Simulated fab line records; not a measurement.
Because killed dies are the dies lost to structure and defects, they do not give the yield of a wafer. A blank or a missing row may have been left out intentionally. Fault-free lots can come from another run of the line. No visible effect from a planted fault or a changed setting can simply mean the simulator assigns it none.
Which of the tools did it? || flow sky130 || 11 lots, 30 wafers sampled, at 4 steps of a route of 708

WHAT THE GAUGES SHOWED, per wafer
SKY_SD_N_CD_MEAS_07: target cd 380 nm. Usual: cd_nm reads 380.3 nm (standard deviation 2.6).
{"lot": "L714", "measured": "day 27 12:02", "on": "cd_sem-02", "cd_nm (nm)": "380.8 381.3 381.7", "flag": ""}
{"lot": "L717", "measured": "day 29 18:49", "on": "cd_sem-02", "cd_nm (nm)": "379.8 382.3 380.5", "flag": ""}
{"lot": "L718", "measured": "day 29 19:08", "on": "cd_sem-02", "cd_nm (nm)": "378.0 379.4 380.1", "flag": ""}
{"lot": "L719", "measured": "day 29 19:50", "on": "cd_sem-01", "cd_nm (nm)": "380.3 382.9 384.7", "flag": ""}
{"lot": "L720", "measured": "day 30 01:34", "on": "cd_sem-02", "cd_nm (nm)": "379.8 380.0 381.0", "flag": ""}
{"lot": "L729", "measured": "day 32 18:55", "on": "cd_sem-01", "cd_nm (nm)": "380.8 453.1 380.9 452.8", "flag": "OFF"}
{"lot": "L730", "measured": "day 33 05:35", "on": "cd_sem-02", "cd_nm (nm)": "454.7 454.8", "flag": "OFF"}
{"lot": "L731", "measured": "day 33 06:31", "on": "cd_sem-01", "cd_nm (nm)": "456.4 456.0 381.4 456.0 456.2 381.4", "flag": "OFF"}
{"lot": "L735", "measured": "day 34 17:02", "on": "cd_sem-01", "cd_nm (nm)": "380.0 377.4 381.4", "flag": ""}
{"lot": "L734", "measured": "day 34 19:40", "on": "cd_sem-01", "cd_nm (nm)": "378.8 378.3 379.9", "flag": ""}
{"lot": "L737", "measured": "day 35 06:26", "on": "cd_sem-01", "cd_nm (nm)": "376.3 376.0 377.5", "flag": ""}

EACH LOT AND THE TOOL THAT RAN IT (in order: tool; ch and the chambers of the sampled wafers; start)
{"lot": "L714", "SKY_LDD_LDN_STRIP_12": "plasma_asher-01 ch 0,1, day 22 14:04", "SKY_POLY_CUT_ETCH_10": "rie_diel-01 ch 0,2,3, day 23 21:17", "SKY_SD_N_COAT_02": "litho_track-03 ch 0, day 26 21:56"}
{"lot": "L717", "SKY_LDD_LDN_STRIP_12": "plasma_asher-03 ch 0,1, day 23 21:04", "SKY_POLY_CUT_ETCH_10": "rie_diel-04 ch 0,1, day 26 04:23", "SKY_SD_N_COAT_02": "litho_track-04 ch 0, day 29 04:16"}
{"lot": "L718", "SKY_LDD_LDN_STRIP_12": "plasma_asher-01 ch 0,1, day 24 03:34", "SKY_POLY_CUT_ETCH_10": "rie_diel-03 ch 0,1,3, day 26 04:28", "SKY_SD_N_COAT_02": "litho_track-01 ch 0, day 29 04:41"}
{"lot": "L719", "SKY_LDD_LDN_STRIP_12": "plasma_asher-03 ch 0,1, day 24 08:29", "SKY_POLY_CUT_ETCH_10": "rie_diel-04 ch 0,2,3, day 26 04:49", "SKY_SD_N_COAT_02": "litho_track-04 ch 0, day 29 05:41"}
{"lot": "L720", "SKY_LDD_LDN_STRIP_12": "plasma_asher-04 ch 0,1, day 25 05:10", "SKY_POLY_CUT_ETCH_10": "rie_diel-03 ch 0,1,3, day 26 13:23", "SKY_SD_N_COAT_02": "litho_track-01 ch 0, day 29 11:25"}
{"lot": "L729", "SKY_LDD_LDN_STRIP_12": "plasma_asher-04 ch 1, day 28 03:20", "SKY_POLY_CUT_ETCH_10": "rie_diel-03 ch 2,3, day 29 09:02", "SKY_SD_N_COAT_02": "litho_track-01 ch 0, day 32 05:30"}
{"lot": "L730", "SKY_LDD_LDN_STRIP_12": "plasma_asher-01 ch 1, day 28 12:56", "SKY_POLY_CUT_ETCH_10": "rie_diel-01 ch 0, day 29 19:54", "SKY_SD_N_COAT_02": "litho_track-01 ch 0, day 32 15:37"}
{"lot": "L731", "SKY_LDD_LDN_STRIP_12": "plasma_asher-03 ch 0,1, day 28 16:28", "SKY_POLY_CUT_ETCH_10": "rie_diel-04 ch 0,2,3, day 29 21:20", "SKY_SD_N_COAT_02": "litho_track-01 ch 0, day 32 16:28"}
{"lot": "L735", "SKY_LDD_LDN_STRIP_12": "plasma_asher-03 ch 0,1, day 30 02:02", "SKY_POLY_CUT_ETCH_10": "rie_diel-01 ch 0,1,3, day 31 07:58", "SKY_SD_N_COAT_02": "litho_track-03 ch 0, day 34 03:30"}
{"lot": "L734", "SKY_LDD_LDN_STRIP_12": "plasma_asher-01 ch 0,1, day 30 06:00", "SKY_POLY_CUT_ETCH_10": "rie_diel-01 ch 0,1,3, day 31 11:17", "SKY_SD_N_COAT_02": "litho_track-04 ch 0, day 34 06:34"}
{"lot": "L737", "SKY_LDD_LDN_STRIP_12": "plasma_asher-03 ch 0,1, day 30 18:05", "SKY_POLY_CUT_ETCH_10": "rie_diel-03 ch 0,2,3, day 31 23:14", "SKY_SD_N_COAT_02": "litho_track-03 ch 0, day 34 17:51"}
- SKY_LDD_LDN_STRIP_12: strips in O2/N2.
- SKY_POLY_CUT_ETCH_10: etches BARC in N2/H2, stops on SiO2, time 45.9 s, target depth 60 nm.
- SKY_SD_N_COAT_02: resist thk 1140 nm.

WHAT THE TOOLS THEMSELVES READ (means of the sampled wafers that have a number; where no wafer has one, the mark that the record gives instead)
SKY_LDD_LDN_STRIP_12. Usual: drypump_motor_current_A 5.8 A, standard deviation 0.63; oes_product_au 0.716 a.u., standard deviation 0.0043; strip_time_to_endpoint_s 14.19 s, standard deviation 0.045.
{"lot": "L714", "tool": "plasma_asher-01", "drypump_motor_current_A (A)": 5.7, "oes_product_au (a.u.)": 0.711, "strip_time_to_endpoint_s (s)": 14.17, "flag": ""}
{"lot": "L717", "tool": "plasma_asher-03", "drypump_motor_current_A (A)": 5.6, "oes_product_au (a.u.)": 0.715, "strip_time_to_endpoint_s (s)": 14.20, "flag": ""}
{"lot": "L718", "tool": "plasma_asher-01", "drypump_motor_current_A (A)": 6.1, "oes_product_au (a.u.)": 0.710, "strip_time_to_endpoint_s (s)": 14.17, "flag": ""}
{"lot": "L719", "tool": "plasma_asher-03", "drypump_motor_current_A (A)": 6.1, "oes_product_au (a.u.)": 0.717, "strip_time_to_endpoint_s (s)": 14.13, "flag": ""}
{"lot": "L720", "tool": "plasma_asher-04", "drypump_motor_current_A (A)": 5.5, "oes_product_au (a.u.)": 0.713, "strip_time_to_endpoint_s (s)": 14.18, "flag": ""}
{"lot": "L729", "tool": "plasma_asher-04", "drypump_motor_current_A (A)": 5.2, "oes_product_au (a.u.)": 0.714, "strip_time_to_endpoint_s (s)": 14.23, "flag": ""}
{"lot": "L730", "tool": "plasma_asher-01", "drypump_motor_current_A (A)": 6.6, "oes_product_au (a.u.)": 0.710, "strip_time_to_endpoint_s (s)": 14.20, "flag": ""}
{"lot": "L731", "tool": "plasma_asher-03", "drypump_motor_current_A (A)": 5.7, "oes_product_au (a.u.)": 0.716, "strip_time_to_endpoint_s (s)": 14.20, "flag": ""}
{"lot": "L735", "tool": "plasma_asher-03", "drypump_motor_current_A (A)": 5.6, "oes_product_au (a.u.)": 0.718, "strip_time_to_endpoint_s (s)": 14.23, "flag": ""}
{"lot": "L734", "tool": "plasma_asher-01", "drypump_motor_current_A (A)": 6.2, "oes_product_au (a.u.)": 0.716, "strip_time_to_endpoint_s (s)": 14.18, "flag": ""}
{"lot": "L737", "tool": "plasma_asher-03", "drypump_motor_current_A (A)": 5.7, "oes_product_au (a.u.)": 0.718, "strip_time_to_endpoint_s (s)": 14.14, "flag": ""}

SKY_POLY_CUT_ETCH_10. Usual: drypump_motor_current_A 5.9 A, standard deviation 0.43; oes_product_au 0.856 a.u., standard deviation 0.0042; rf_fwd_power_W 494.5 W, standard deviation 2; throttle_valve_pct 13.224 %, standard deviation 0.0091.
{"lot": "L714", "tool": "rie_diel-01", "drypump_motor_current_A (A)": 6.0, "oes_product_au (a.u.)": 0.854, "rf_fwd_power_W (W)": 493.8, "throttle_valve_pct (%)": 13.217, "flag": ""}
{"lot": "L717", "tool": "rie_diel-04", "drypump_motor_current_A (A)": 6.4, "oes_product_au (a.u.)": 0.857, "rf_fwd_power_W (W)": 494.6, "throttle_valve_pct (%)": 13.221, "flag": ""}
{"lot": "L718", "tool": "rie_diel-03", "drypump_motor_current_A (A)": 5.8, "oes_product_au (a.u.)": 0.857, "rf_fwd_power_W (W)": 496.6, "throttle_valve_pct (%)": 13.229, "flag": ""}
{"lot": "L719", "tool": "rie_diel-04", "drypump_motor_current_A (A)": 6.3, "oes_product_au (a.u.)": 0.857, "rf_fwd_power_W (W)": 495.6, "throttle_valve_pct (%)": 13.221, "flag": ""}
{"lot": "L720", "tool": "rie_diel-03", "drypump_motor_current_A (A)": 5.8, "oes_product_au (a.u.)": 0.859, "rf_fwd_power_W (W)": 495.1, "throttle_valve_pct (%)": 13.227, "flag": ""}
{"lot": "L729", "tool": "rie_diel-03", "drypump_motor_current_A (A)": 5.6, "oes_product_au (a.u.)": 0.855, "rf_fwd_power_W (W)": 497.2, "throttle_valve_pct (%)": 13.226, "flag": ""}
{"lot": "L730", "tool": "rie_diel-01", "drypump_motor_current_A (A)": 5.9, "oes_product_au (a.u.)": 0.860, "rf_fwd_power_W (W)": 491.9, "throttle_valve_pct (%)": 13.232, "flag": ""}
{"lot": "L731", "tool": "rie_diel-04", "drypump_motor_current_A (A)": 6.2, "oes_product_au (a.u.)": 0.861, "rf_fwd_power_W (W)": 494.8, "throttle_valve_pct (%)": 13.232, "flag": ""}
{"lot": "L735", "tool": "rie_diel-01", "drypump_motor_current_A (A)": 5.7, "oes_product_au (a.u.)": 0.853, "rf_fwd_power_W (W)": 493.4, "throttle_valve_pct (%)": 13.232, "flag": ""}
{"lot": "L734", "tool": "rie_diel-01", "drypump_motor_current_A (A)": 5.7, "oes_product_au (a.u.)": 0.852, "rf_fwd_power_W (W)": 492.7, "throttle_valve_pct (%)": 13.226, "flag": ""}
{"lot": "L737", "tool": "rie_diel-03", "drypump_motor_current_A (A)": 5.7, "oes_product_au (a.u.)": 0.851, "rf_fwd_power_W (W)": 495.8, "throttle_valve_pct (%)": 13.234, "flag": ""}

SKY_SD_N_COAT_02. Usual: dispense_pressure_kPa 47.6 kPa, standard deviation 1.8; spin_speed_rpm 2999.8 rpm, standard deviation 2.1.
{"lot": "L714", "tool": "litho_track-03", "dispense_pressure_kPa (kPa)": 50.4, "spin_speed_rpm (rpm)": 2999.8, "flag": ""}
{"lot": "L717", "tool": "litho_track-04", "dispense_pressure_kPa (kPa)": 46.4, "spin_speed_rpm (rpm)": 3002.9, "flag": ""}
{"lot": "L718", "tool": "litho_track-01", "dispense_pressure_kPa (kPa)": 46.4, "spin_speed_rpm (rpm)": 2998.8, "flag": ""}
{"lot": "L719", "tool": "litho_track-04", "dispense_pressure_kPa (kPa)": 46.5, "spin_speed_rpm (rpm)": 3003.2, "flag": ""}
{"lot": "L720", "tool": "litho_track-01", "dispense_pressure_kPa (kPa)": 46.3, "spin_speed_rpm (rpm)": 3000.0, "flag": ""}
{"lot": "L729", "tool": "litho_track-01", "dispense_pressure_kPa (kPa)": 46.4, "spin_speed_rpm (rpm)": 3002.0, "flag": ""}
{"lot": "L730", "tool": "litho_track-01", "dispense_pressure_kPa (kPa)": 46.4, "spin_speed_rpm (rpm)": 2997.7, "flag": ""}
{"lot": "L731", "tool": "litho_track-01", "dispense_pressure_kPa (kPa)": 46.4, "spin_speed_rpm (rpm)": 3001.1, "flag": ""}
{"lot": "L735", "tool": "litho_track-03", "dispense_pressure_kPa (kPa)": 50.4, "spin_speed_rpm (rpm)": 2998.6, "flag": ""}
{"lot": "L734", "tool": "litho_track-04", "dispense_pressure_kPa (kPa)": 46.4, "spin_speed_rpm (rpm)": 2999.7, "flag": ""}
{"lot": "L737", "tool": "litho_track-03", "dispense_pressure_kPa (kPa)": 50.4, "spin_speed_rpm (rpm)": 3001.4, "flag": ""}

THE ANSWER, worked out from the rows above alone
Rule: lot off if the mean of its wafers having a number is beyond 3 standard deviations from the usual mean. A lot without any number at a reading at which 4 lots or more have one is off too. All remaining lots with rows at the step are treated as sound. The gauges are gone through in route order, then the tools' own readings, and for those a lot's mean is taken as printed above. At the first step where some lot is off, the reading lying furthest off is the one used; lots without a number count as furthest.
Off: L729, L730, L731, at SKY_SD_N_CD_MEAS_07 (cd_nm).
If a tool, at a process step before that reading, ran all the lots that are off and no sound lot after the first of them, it fits. Gauges at SKY_SD_N_CD_MEAS_07: tried the same way as those tools. One fits: SKY_SD_N_COAT_02 on litho_track-01. Its last sound lot is L720 (day 29 11:25), its first lot that is off L729 (day 32 05:30): a fault that began between those two fits.

WHAT THE SIMULATOR HAD PUT IN
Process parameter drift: litho_track-01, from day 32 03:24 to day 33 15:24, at SKY_SD_N_COAT_02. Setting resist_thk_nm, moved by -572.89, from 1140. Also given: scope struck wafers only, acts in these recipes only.
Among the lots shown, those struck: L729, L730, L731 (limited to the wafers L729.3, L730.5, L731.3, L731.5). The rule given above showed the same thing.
